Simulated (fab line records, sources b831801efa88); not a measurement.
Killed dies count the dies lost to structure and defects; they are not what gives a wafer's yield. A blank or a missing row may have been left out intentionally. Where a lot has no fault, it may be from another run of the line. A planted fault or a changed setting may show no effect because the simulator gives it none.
Struck lot and sound lot, side by side | flow gf180mcu | 15 out of 602 route steps
Sound: these wafers, L621.1, L621.4, L621.5. Struck: wafers L612.4, L612.5, L612.6. The cause is named last.
Each step with rows lists, per side, the tool, then ch with its chambers, then its first start. Under that, the readings that differ: sound wafers | struck wafers | difference of the means | sigmas: that difference in standard deviations of wafers without a fault.
alike: readings whose means differ by less than 2 such deviations, and words and numbers that are the same on both sides. not compared: withheld readings, readings that some wafer has no value for, bounds like >300 that may hide the same value, and numbers for which the record gives no deviation and whose values overlap.
A row with sigmas, a row that says differs or no value, or rows on one side alone: a step with any of these is where the two part. Numbers that have no deviation but don't overlap get no sigmas and don't part them. A reading that every wafer of one side lacks parts them only if that side has two wafers or more.

GF_VT_IMPLANT_OVL_MEAS_07:
  sound on overlay-02 at day 10 00:31; struck on overlay-02 at day 7 18:20
  alike: VT_IMPLANT_OVL
then, 1 step without rows for these wafers: GF_VT_IMPLANT_IMPLANT_08.
GF_VT_IMPLANT_STRIP_09: strips in O2/N2.
  sound on plasma asher-04 ch 0,1, day 10 00:42; struck on plasma asher-03 ch 0,1, day 7 18:32
  alike: drypump motor current A, heater power w, n2 flow sccm, oes product au, strip time to endpoint s
  not compared: rf hours counter h
GF_VT_IMPLANT_TW_MEAS_10:
  sound on film metro-02 at day 10 00:48; struck on film metro-01 at day 7 18:38
  alike: VT_IMPLANT_TW
then, 7 steps without rows for these wafers: GF_VT_IMPLANT_DEHYDRATE_11 (time 60 s); GF_VT_IMPLANT_HMDS_12 (prime time 60 s); GF_VT_IMPLANT_COAT_13 (resist thk 1000 nm); GF_VT_IMPLANT_SOFTBAKE_14 (time 60 s); GF_VT_IMPLANT_EXPOSE_15 (exposes mask Nwell LV AREA, target cd 860 nm); GF_VT_IMPLANT_PEB_16; GF_VT_IMPLANT_DEVELOP_17 (develop time 60 s).
GF_VT_IMPLANT_OVL_MEAS_18:
  sound on overlay-01 at day 10 18:35; struck on overlay-01 at day 8 10:35
  alike: VT_IMPLANT_01_OVL
GF_VT_IMPLANT_IMPLANT_19:
  sound on implanter-01 ch 0, day 10 18:37; struck on implanter-03 ch 0, day 8 10:41
  reading                   | sound                | struck            | difference | sigmas
  beam energy keV           | 100.00 100.03 100.00 | 97.71 97.73 97.72 | -2.29      | -74
  model.implant.drp nm (nm) | 24.08 24.08 24.08    | 23.64 23.64 23.64 | -0.44      |
  alike: dose ions cm2
GF_VT_IMPLANT_STRIP_20: strips in O2/N2.
  sound on plasma asher-04 ch 0,1, day 10 18:46; struck on plasma asher-01 ch 0,1, day 8 10:47
  reading                      | sound             | struck            | difference | sigmas
  strip time to endpoint s (s) | 12.69 12.67 12.68 | 12.60 12.62 12.57 | -0.08      | -2
  alike: drypump motor current A, heater power w, n2 flow sccm, oes product au
  not compared: rf hours counter h
-- a jump in the record: the struck wafers' starts before and after are 23 days apart (it breaks off in module VT_IMPLANT and resumes in module PASSIVATION, where the first step shown is number 602 of the route) --
GF_PASSIVATION_PROBE_99:
  record: rows for the struck wafers here (prober-02, day 31 15:31), none for the sound ones

## WHERE THEY PART
First at GF_VT_IMPLANT_IMPLANT_19; last, within this record, at GF_PASSIVATION_PROBE_99.

WHY: what had been put in by the simulator
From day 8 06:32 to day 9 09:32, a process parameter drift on implanter-03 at GF_VT_IMPLANT_IMPLANT_19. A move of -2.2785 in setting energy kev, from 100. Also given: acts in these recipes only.
